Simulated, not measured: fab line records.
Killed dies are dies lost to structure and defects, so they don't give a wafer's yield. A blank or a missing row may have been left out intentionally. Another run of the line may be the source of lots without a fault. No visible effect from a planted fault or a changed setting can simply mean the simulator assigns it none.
A struck lot beside a sound one	flow sky130	16 out of 708 route steps
Sound: wafers L727.2, L727.3, L727.5. Wafers struck: L730.1, L730.4, L730.5. The cause comes at the end.
At each step with rows: each side's tool, then ch and its chambers, then its first start. Under that, the readings that differ: sound wafers	struck wafers	difference of the means	sigmas: that difference in standard deviations of wafers without a fault.
alike: readings whose means differ by less than 2 such deviations, and words and numbers that are the same on both sides. not compared: withheld readings, readings that some wafer has no value for, bounds like >300 that may hide the same value, and numbers for which the record gives no deviation and whose values overlap.
Wherever a step has rows on one side only, a row that says differs or no value, or a row with sigmas, the two part there. Non-overlapping numbers with no deviation appear without sigmas and do not part them. A reading that every wafer of one side lacks parts them only if that side has two wafers or more.

SKY_METAL1_THK_MEAS_06: measures by xrf.
  struck on film-metro-04, day 36 04:15; sound on film-metro-04, day 35 06:27
  alike: METAL1_ALCU_THK
then, 8 steps without rows for these wafers: SKY_METAL1_DEHYDRATE_07 (time 60 s); SKY_METAL1_HMDS_08 (prime time 60 s); SKY_METAL1_COAT_09 (resist thk 60 nm); SKY_METAL1_COAT_10 (resist thk 450 nm); SKY_METAL1_SOFTBAKE_11 (time 90 s); SKY_METAL1_EXPOSE_12 (exposes mask MM1, target cd 140 nm); SKY_METAL1_PEB_13; SKY_METAL1_DEVELOP_14 (develop time 60 s).
SKY_METAL1_CD_MEAS_15: target cd 140 nm.
  struck on cd-sem-01, day 37 06:48; sound on cd-sem-02, day 36 08:59
reading	sound	struck	difference	sigmas
cd-nm (nm)	142.1 142.9 143.5	139.5 138.7 139.0	-3.8	-3
SKY_METAL1_OVL_MEAS_16:
  struck on overlay-02, day 37 06:55; sound on overlay-02, day 36 09:05
  alike: METAL1_OVL
SKY_METAL1_DESCUM_17: chemistry O2, time 8 s.
  sound on rie-metal-01 ch 1, day 36 09:07; struck on rie-metal-01 ch 0,1, day 37 06:58
  alike: drypump-motor-current-A, oes-product-au
  not compared: rf-hours-counter-h
SKY_METAL1_ETCH_18: etches BARC in N2/H2, stops on SiO2, time 45.9 s, target depth 60 nm.
  sound on rie-metal-01 ch 1, day 36 09:09; struck on rie-metal-01 ch 0,1, day 37 06:59
  no value came back on the struck wafers for any of 6 readings (bias-w (W), chamber-pressure-mTorr (mTorr) and others); on the sound wafers bias-w (W) reads 100.1 100.5 100.4
reading	sound	struck	difference	sigmas
model.KrF-thick_of_METAL1_COAT_10.thk-nm (nm)	390.8 390.9 390.1	436.4 435.1 435.8	+45.2	
  not compared: rf-hours-counter-h
SKY_METAL1_METAL_ETCH_19: etches the open film in Cl2/BCl3, stops on SiO2, target depth 360 nm, time 78 s.
  sound on rie-metal-01 ch 1, day 36 09:13; struck on rie-metal-01 ch 0,1, day 37 07:04
reading	sound	struck	difference	sigmas
oes-product-au (a.u.)	0.845 0.858 0.847	0.373 0.378 0.380	-0.473	-89
model.KrF-thick_of_METAL1_COAT_10.thk-nm (nm)	155.6 157.2 154.3	198.6 197.7 202.2	+43.8	
  alike: bcl3-flow-sccm, bias-w, drypump-motor-current-A, throttle-valve-pct
  not compared: rf-hours-counter-h
SKY_METAL1_STRIP_20: strips in O2/N2.
  sound on plasma-asher-02 ch 0,1, day 36 09:18; struck on plasma-asher-02 ch 0, day 37 07:09
reading	sound	struck	difference	sigmas
oes-product-au (a.u.)	0.344 0.347 0.341	0.355 0.370 0.362	+0.018	+4
strip-time-to-endpoint-s (s)	2.65 2.67 2.66	3.13 3.12 3.17	+0.48	+13
  alike: drypump-motor-current-A, o2-flow-sccm
  not compared: rf-hours-counter-h
then, 1 step without rows for these wafers: SKY_METAL1_STRIP_21 (strips in post etch residue remover, time 1200 s).

== WHERE THEY PART ==
Earliest at SKY_METAL1_CD_MEAS_15; latest, in this record, at SKY_METAL1_STRIP_20.

WHY: what had been put in by the simulator
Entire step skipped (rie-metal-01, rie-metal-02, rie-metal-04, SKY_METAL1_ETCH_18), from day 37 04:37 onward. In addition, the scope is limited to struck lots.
